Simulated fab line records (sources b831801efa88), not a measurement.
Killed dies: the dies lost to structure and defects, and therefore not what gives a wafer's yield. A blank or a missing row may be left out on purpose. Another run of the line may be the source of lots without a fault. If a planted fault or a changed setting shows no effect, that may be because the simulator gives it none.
fab line records    flow sky130
record lots=13  wafers=39  last-day=50
route steps=708 shown VT_ADJUST_NCORE@127 GATE_OXIDE@189 POLY_GATE@236
lots with no fault: from the same line, run without faults
start-h: hours from the record's first day to the start of the lot's first wafer shown    wait-h: time in hours since the lot's previous step    " as in the row above    L1.1+2: a row that stands for several wafers    - no value, or no start was given    * or withheld: withheld    < > ~ a bound
route shown NAME@n: NAME is a module with steps in the file, n the number in the route of the first one    usual: average and standard deviation across the fault-free wafers    same: alike in all rows    chamber/n: place in a boat    sites: per-site readings    _std_site: standard deviation of those values    _edge_site: outer sites' mean less inner sites'    radius-mm: how far each site lies from the wafer's centre    mask NAME#n: copy n    behind: the most recent tool/chamber to have shaped the wafer    hold: the reason the lot was held/the length of the hold in hours/how it ended    device: the n, p or np transistor that did not switch    end of line: the same wafers' tests at the end of the route    where a step has no rows: the recipe by itself    killed: count of dies lost to structure and defects at first sort (not the wafer's yield)    map: dies across one wafer; x = killed, . = not, _ = none there
set.NAME: the setting as run; set.NAME@STEP: as run at that earlier step    model.NAME: the simulator's own value behind a step, which no gauge read
steps of the route over a sample of lots; a table a step, a row a wafer
services: the hour from which a tool's chamber was out of use, counted from the record's first day as start-h (under 0 if before that day), plus the number of hours and why
## steps
# step SKY_VT_ADJUST_NCORE_OVL_MEAS_08
# usual VT_ADJUST_NCORE_OVL=0.3/1.1
lot.wafer  tool        chamber  start-h  wait-h  VT_ADJUST_NCORE_OVL[nm]
L920.3     overlay-02  -        188.29   0.1     0.8
L920.5     "           -        "        "       -0.1
L920.6     "           -        "        "       0.4
L921.3     overlay-02  -        192.74   0.1     2.0
L921.4     "           -        "        "       -0.3
L921.6     "           -        "        "       -0.7
L922.2     overlay-01  -        206.68   0.1     1.9
L922.3     "           -        "        "       1.8
L922.6     "           -        "        "       1.8
L925.2     overlay-01  -        227.87   0.1     -1.3
L925.3     "           -        "        "       1.6
L925.4     "           -        "        "       -1.6
L928.4     overlay-02  -        247.40   0.1     0.5
L928.5     "           -        "        "       0.4
L928.6     "           -        "        "       -0.3
L929.4     overlay-01  -        257.20   0.1     0.6
L929.5     "           -        "        "       1.9
L929.6     "           -        "        "       1.3
L931.3     overlay-01  -        267.09   0.1     -0.4
L931.4     "           -        "        "       0.8
L931.5     "           -        "        "       0.4
L933.2     overlay-01  -        282.34   0.1     0.3
L933.3     "           -        "        "       2.2
L933.5     "           -        "        "       3.2
L935.1     overlay-02  -        294.98   0.1     1.9
L935.4     "           -        "        "       0.5
L935.5     "           -        "        "       1.5
L937.1     overlay-02  -        311.38   0.1     -1.2
L937.4     "           -        "        "       1.7
L937.6     "           -        "        "       1.0
L940.1     overlay-02  -        327.64   0.1     0.5
L940.2     "           -        "        "       -1.2
L940.3     "           -        "        "       0.7
L941.1     overlay-02  -        337.14   0.1     0.2
L941.2     "           -        "        "       -0.5
L941.5     "           -        "        "       1.3
L942.1     overlay-02  -        345.99   0.1     -2.7
L942.3     "           -        "        "       1.0
L942.4     "           -        "        "       -0.3
# step SKY_GATE_OXIDE_THK_MEAS_02
# recipe reads=SiO2_of_GATE_OXIDE_OXIDATION_01
# usual GATE_OXIDE_OXIDATION_00_THK=10.23/0.21
lot.wafer  tool           chamber  start-h  wait-h  GATE_OXIDE_OXIDATION_00_THK[nm]
L920.3     film-metro-02  -        290.18   0.0     10.21
L920.5     "              -        "        "       10.25
L920.6     "              -        "        "       10.22
L921.3     film-metro-02  -        294.48   0.0     10.41
L921.4     "              -        "        "       10.49
L921.6     "              -        "        "       10.48
L922.2     film-metro-04  -        332.86   0.0     10.12
L922.3     "              -        "        "       10.20
L922.6     "              -        "        "       10.22
L925.2     film-metro-02  -        342.45   0.0     10.34
L925.3     "              -        "        "       10.51
L925.4     "              -        "        "       10.31
L928.4     film-metro-02  -        361.74   0.0     10.17
L928.5     "              -        "        "       10.21
L928.6     "              -        "        "       10.31
L929.4     film-metro-01  -        374.26   0.0     10.41
L929.5     "              -        "        "       10.23
L929.6     "              -        "        "       10.16
L931.3     film-metro-02  -        381.36   0.0     10.62
L931.4     "              -        "        "       10.52
L931.5     "              -        "        "       10.48
L933.2     film-metro-01  -        400.56   0.0     9.88
L933.3     "              -        "        "       9.96
L933.5     "              -        "        "       10.06
L935.1     film-metro-01  -        410.85   0.0     9.81
L935.4     "              -        "        "       9.85
L935.5     "              -        "        "       9.81
L937.1     film-metro-01  -        428.95   0.0     10.36
L937.4     "              -        "        "       10.31
L937.6     "              -        "        "       10.18
L940.1     film-metro-01  -        446.07   0.0     9.91
L940.2     "              -        "        "       9.79
L940.3     "              -        "        "       9.93
L941.1     film-metro-02  -        467.29   0.0     10.35
L941.2     "              -        "        "       10.51
L941.5     "              -        "        "       10.47
L942.1     film-metro-01  -        470.45   0.0     10.44
L942.3     "              -        "        "       10.32
L942.4     "              -        "        "       10.33
# step SKY_GATE_OXIDE_IMPLANT_11
# recipe species=B  energy-kev=10  dose-cm2=2.6e+12  tilt-deg=withheld
# usual dose-ions-cm2=2.6007e+12/3e+09  end-station-pressure-torr=5e-06/2.6e-07  faraday-current-uA=14.63/0.27
lot.wafer  tool          chamber  start-h  wait-h  dose-ions-cm2  end-station-pressure-torr  faraday-current-uA
L920.3     implanter-01  0        313.76   0.1     2.6009e+12     5.09e-06                   14.30
L920.5     "             0        "        "       2.6025e+12     5.47e-06                   14.54
L920.6     "             0        "        "       2.6019e+12     4.94e-06                   15.05
L921.3     implanter-01  0        319.96   0.1     2.6034e+12     4.71e-06                   14.53
L921.4     "             0        "        "       2.5995e+12     4.99e-06                   14.85
L921.6     "             0        "        "       2.5979e+12     5.42e-06                   14.65
L922.2     implanter-04  0        358.22   0.0     2.6038e+12     4.85e-06                   14.93
L922.3     "             0        "        "       2.5986e+12     4.7e-06                    14.86
L922.6     "             0        "        "       2.6013e+12     4.96e-06                   14.89
L925.2     implanter-01  0        368.38   0.0     2.6012e+12     4.92e-06                   14.44
L925.3     "             0        "        "       2.5996e+12     5.12e-06                   14.35
L925.4     "             0        "        "       2.6096e+12     4.66e-06                   14.66
L928.4     implanter-03  0        388.77   0.1     2.6002e+12     4.8e-06                    14.25
L928.5     "             0        "        "       2.6051e+12     4.67e-06                   14.57
L928.6     "             0        "        "       2.6012e+12     5.2e-06                    14.73
L929.4     implanter-01  0        402.27   0.1     2.5997e+12     5.02e-06                   15.07
L929.5     "             0        "        "       2.5952e+12     5.12e-06                   14.64
L929.6     "             0        "        "       2.6003e+12     5.22e-06                   14.47
L931.3     implanter-01  0        410.16   0.1     2.6031e+12     4.85e-06                   14.53
L931.4     "             0        "        "       2.5979e+12     5.21e-06                   15.18
L931.5     "             0        "        "       2.6024e+12     5.03e-06                   14.95
L933.2     implanter-04  0        430.92   0.0     2.6026e+12     4.9e-06                    14.40
L933.3     "             0        "        "       2.603e+12      5.15e-06                   14.67
L933.5     "             0        "        "       2.5994e+12     5.18e-06                   14.57
L935.1     implanter-04  0        440.14   0.0     1.5678e+13     5.14e-06                   87.70
L935.4     "             0        "        "       1.5678e+13     5.07e-06                   86.67
L935.5     "             0        "        "       1.5672e+13     5.56e-06                   87.75
L937.1     implanter-04  0        459.36   0.0     1.5681e+13     5.14e-06                   89.43
L937.4     "             0        "        "       1.5677e+13     5.09e-06                   88.93
L937.6     "             0        "        "       1.5674e+13     5.36e-06                   88.30
L940.1     implanter-01  0        474.80   0.0     2.5989e+12     4.72e-06                   14.46
L940.2     "             0        "        "       2.6049e+12     5.54e-06                   14.82
L940.3     "             0        "        "       2.6002e+12     5.27e-06                   14.63
L941.1     implanter-03  0        493.74   0.0     2.5997e+12     4.51e-06                   14.95
L941.2     "             0        "        "       2.6029e+12     4.65e-06                   14.43
L941.5     "             0        "        "       2.5978e+12     5.24e-06                   14.90
L942.1     implanter-03  0        496.55   0.0     2.6001e+12     5.11e-06                   14.59
L942.3     "             0        "        "       2.5976e+12     4.94e-06                   14.96
L942.4     "             0        "        "       2.6048e+12     4.96e-06                   14.82
# step SKY_GATE_OXIDE_TW_MEAS_14
# usual GATE_OXIDE_TW=222.3/1.3
lot.wafer  tool           chamber  start-h  wait-h  GATE_OXIDE_TW
L920.3     film-metro-01  -        314.19   0.1     222.0
L920.5     "              -        "        "       223.1
L920.6     "              -        "        "       222.1
L921.3     film-metro-04  -        320.29   0.1     224.6
L921.4     "              -        "        "       222.1
L921.6     "              -        "        "       224.2
L922.2     film-metro-02  -        358.56   0.1     221.4
L922.3     "              -        "        "       221.3
L922.6     "              -        "        "       222.2
L925.2     film-metro-02  -        368.72   0.1     222.5
L925.3     "              -        "        "       221.9
L925.4     "              -        "        "       222.3
L928.4     film-metro-02  -        389.08   0.1     219.8
L928.5     "              -        "        "       219.9
L928.6     "              -        "        "       220.1
L929.4     film-metro-02  -        402.58   0.1     221.0
L929.5     "              -        "        "       222.1
L929.6     "              -        "        "       219.8
L931.3     film-metro-01  -        410.49   0.1     220.9
L931.4     "              -        "        "       220.5
L931.5     "              -        "        "       220.8
L933.2     film-metro-04  -        431.25   0.1     224.1
L933.3     "              -        "        "       223.9
L933.5     "              -        "        "       223.2
L935.1     film-metro-02  -        440.49   0.1     378.3
L935.4     "              -        "        "       377.0
L935.5     "              -        "        "       377.4
L937.1     film-metro-02  -        459.72   0.1     378.7
L937.4     "              -        "        "       381.0
L937.6     "              -        "        "       376.3
L940.1     film-metro-04  -        475.16   0.1     223.4
L940.2     "              -        "        "       221.5
L940.3     "              -        "        "       223.5
L941.1     film-metro-04  -        494.09   0.1     222.6
L941.2     "              -        "        "       223.2
L941.5     "              -        "        "       222.0
L942.1     film-metro-04  -        496.90   0.1     222.6
L942.3     "              -        "        "       223.7
L942.4     "              -        "        "       223.6
# step SKY_POLY_GATE_CD_MEAS_22
# usual cd-nm=151.1/2.8
lot.wafer  tool       chamber  start-h  wait-h  cd-nm
L920.3     cd-sem-02  -        375.68   0.1     156.4
L920.5     "          -        "        "       157.0
L920.6     "          -        "        "       151.4
L921.3     cd-sem-01  -        382.71   0.1     151.5
L921.4     "          -        "        "       150.4
L921.6     "          -        "        "       150.2
L922.2     cd-sem-01  -        435.46   0.1     149.0
L922.3     "          -        "        "       153.5
L922.6     "          -        "        "       150.2
L925.2     cd-sem-01  -        441.03   0.1     154.3
L925.3     "          -        "        "       151.4
L925.4     "          -        "        "       149.8
L928.4     cd-sem-01  -        484.45   0.1     149.5
L928.5     "          -        "        "       148.4
L928.6     "          -        "        "       149.3
L929.4     cd-sem-01  -        486.88   0.1     154.5
L929.5     "          -        "        "       151.1
L929.6     "          -        "        "       150.6
L931.3     cd-sem-02  -        486.89   0.1     154.9
L931.4     "          -        "        "       151.2
L931.5     "          -        "        "       146.4
L933.2     cd-sem-01  -        495.29   0.1     154.9
L933.3     "          -        "        "       149.5
L933.5     "          -        "        "       151.0
L935.1     cd-sem-01  -        509.21   0.1     152.8
L935.4     "          -        "        "       153.9
L935.5     "          -        "        "       151.9
L937.1     cd-sem-01  -        523.63   0.1     149.4
L937.4     "          -        "        "       148.6
L937.6     "          -        "        "       149.3
L940.1     cd-sem-02  -        542.31   0.1     153.6
L940.2     "          -        "        "       147.5
L940.3     "          -        "        "       152.8
L941.1     cd-sem-02  -        560.86   0.1     147.5
L941.2     "          -        "        "       148.3
L941.5     "          -        "        "       149.5
L942.1     cd-sem-01  -        562.08   0.1     151.2
L942.3     "          -        "        "       155.0
L942.4     "          -        "        "       154.1
## services
tool          chamber  start-h  hours  kind
implanter-04  -        320.31   3.1    repair
implanter-01  -        322.19   2.2    repair
implanter-04  -        431.12   4.2    pm
implanter-01  -        432.37   6.2    repair
## key
first-sign step=SKY_GATE_OXIDE_IMPLANT_11  reading=dose-ions-cm2  direction=up  sigmas=99+  usual=*  struck=*
effect step=SKY_GATE_OXIDE_IMPLANT_11  reading=faraday-current-uA  direction=up  sigmas=99+  usual=14.63  struck=88.13
effect step=SKY_GATE_OXIDE_TW_MEAS_14  reading=GATE_OXIDE_TW  direction=up  sigmas=99+  usual=222.3  struck=378.1
met-at SKY_GATE_OXIDE_IMPLANT_11
struck-lots L935,L937
rows-end L935.1,L935.4,L935.5,L937.1,L937.4,L937.6
not-acting-at SKY_VT_ADJUST_NCORE_OVL_MEAS_08,SKY_GATE_OXIDE_THK_MEAS_02,SKY_POLY_GATE_CD_MEAS_22
onset-between 430.92 440.14
fault kind=process-parameter-drift  tool=implanter-04  chamber=-  onset-h=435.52  steps=SKY_GATE_OXIDE_IMPLANT_11  channel=dose-cm2  offset=*  shape=step  end-h=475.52  acts-in=*  stated=*
# rows-end: these wafers met a further fault down the route, and their rows from its step on are left out
